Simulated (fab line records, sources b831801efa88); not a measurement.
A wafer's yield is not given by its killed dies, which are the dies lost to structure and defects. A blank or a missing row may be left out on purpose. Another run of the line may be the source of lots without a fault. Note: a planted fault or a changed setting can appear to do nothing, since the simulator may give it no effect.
The tool behind it: which one? :: flow sky130 :: 15 lots, 45 wafers sampled, at 2 steps of a route of 708

## WHAT THE GAUGES READ, wafer by wafer
SKY_METAL4_CD_MEAS_13: the cd target is 300 nm. Usual: cdNm reads 299.8 nm (standard deviation 1.5).
lot: L308
measured: day 42 22:57
on: cdSem-01
cdNm (nm): 300.9 300.3 299.6
flag: 

lot: L310
measured: day 43 07:23
on: cdSem-02
cdNm (nm): 298.8 298.7 300.1
flag: 

lot: L313
measured: day 44 09:22
on: cdSem-01
cdNm (nm): 298.9 299.1 298.7
flag: 

lot: L315
measured: day 44 10:58
on: cdSem-02
cdNm (nm): 298.6 299.1 298.7
flag: 

lot: L314
measured: day 44 11:13
on: cdSem-02
cdNm (nm): 302.1 301.1 300.0
flag: 

lot: L316
measured: day 44 19:13
on: cdSem-02
cdNm (nm): 298.4 297.9 297.7
flag: 

lot: L317
measured: day 45 03:28
on: cdSem-01
cdNm (nm): 300.7 299.8 300.6
flag: 

lot: L318
measured: day 45 08:46
on: cdSem-02
cdNm (nm): 300.3 300.7 299.1
flag: 

lot: L322
measured: day 46 01:41
on: cdSem-01
cdNm (nm): 301.4 300.6 301.4
flag: 

lot: L323
measured: day 46 06:54
on: cdSem-01
cdNm (nm): 299.6 300.1 300.1
flag: 

lot: L324
measured: day 46 11:31
on: cdSem-02
cdNm (nm): 297.2 295.5 296.9
flag: 

lot: L325
measured: day 46 18:11
on: cdSem-01
cdNm (nm): 301.7 301.6 301.1
flag: 

lot: L326
measured: day 47 03:13
on: cdSem-02
cdNm (nm): 299.1 299.5 298.5
flag: 

lot: L328
measured: day 47 16:47
on: cdSem-02
cdNm (nm): 302.2 302.0 301.0
flag: 

lot: L330
measured: day 47 20:40
on: cdSem-02
cdNm (nm): 299.0 300.0 300.8
flag: 

SKY_VIA4_BOW_MEAS_03. Usual: VIA4_BOW 79 um, standard deviation 9.4.
lot: L308
measured: day 43 00:42
on: filmMetro-02
VIA4_BOW (um): 72 66 78
flag: 

lot: L310
measured: day 43 09:05
on: filmMetro-03
VIA4_BOW (um): 78 75 63
flag: 

lot: L313
measured: day 44 11:04
on: filmMetro-03
VIA4_BOW (um): 80 72 77
flag: 

lot: L315
measured: day 44 12:44
on: filmMetro-02
VIA4_BOW (um): 94 74 80
flag: 

lot: L314
measured: day 44 13:04
on: filmMetro-03
VIA4_BOW (um): 75 57 74
flag: 

lot: L316
measured: day 44 20:55
on: filmMetro-04
VIA4_BOW (um): 89 80 96
flag: 

lot: L317
measured: day 45 05:05
on: filmMetro-02
VIA4_BOW (um): 87 80 86
flag: 

lot: L318
measured: day 45 10:46
on: filmMetro-02
VIA4_BOW (um): 71 77 76
flag: 

lot: L322
measured: day 46 03:48
on: filmMetro-02
VIA4_BOW (um): 76 70 79
flag: 

lot: L323
measured: day 46 08:47
on: filmMetro-03
VIA4_BOW (um): 94 100 89
flag: 

lot: L324
measured: day 46 13:08
on: filmMetro-03
VIA4_BOW (um): 71 80 73
flag: 

lot: L325
measured: day 46 19:59
on: filmMetro-04
VIA4_BOW (um): 88 85 82
flag: 

lot: L326
measured: day 47 05:07
on: filmMetro-03
VIA4_BOW (um): 68 67 70
flag: 

lot: L328
measured: day 47 18:32
on: filmMetro-02
VIA4_BOW (um): 99 102 85
flag: 

lot: L330
measured: day 47 22:25
on: filmMetro-04
VIA4_BOW (um): 102 84 88
flag: 

## TOOL THAT RAN EACH LOT (tool first, then ch and the chambers of the sampled wafers, then the start)
There is no process step in the record ahead of these readings.

## AS READ BY THE TOOLS THEMSELVES (means over the sampled wafers that have a number; for cases with no such wafer, the mark the record gives instead)
The record holds no such reading with a usual standard deviation.

## THE ANSWER, worked out from the rows above alone
Rule: a lot is off if the mean of its wafers that have a number lies more than 3 standard deviations from the usual mean. A lot without any number at a reading at which 4 lots or more have one is off too. The other lots that the step has rows for count as sound. Order of review: gauges by route order, followed by the tools' own readings, for which a lot's mean as printed above is used. At the first step where some lot is off, the reading lying furthest off is the one used; lots without a number count as furthest.
No lot is off on any of the readings shown, so nothing can be concluded from this.

## WHAT WAS PUT IN BY THE SIMULATOR
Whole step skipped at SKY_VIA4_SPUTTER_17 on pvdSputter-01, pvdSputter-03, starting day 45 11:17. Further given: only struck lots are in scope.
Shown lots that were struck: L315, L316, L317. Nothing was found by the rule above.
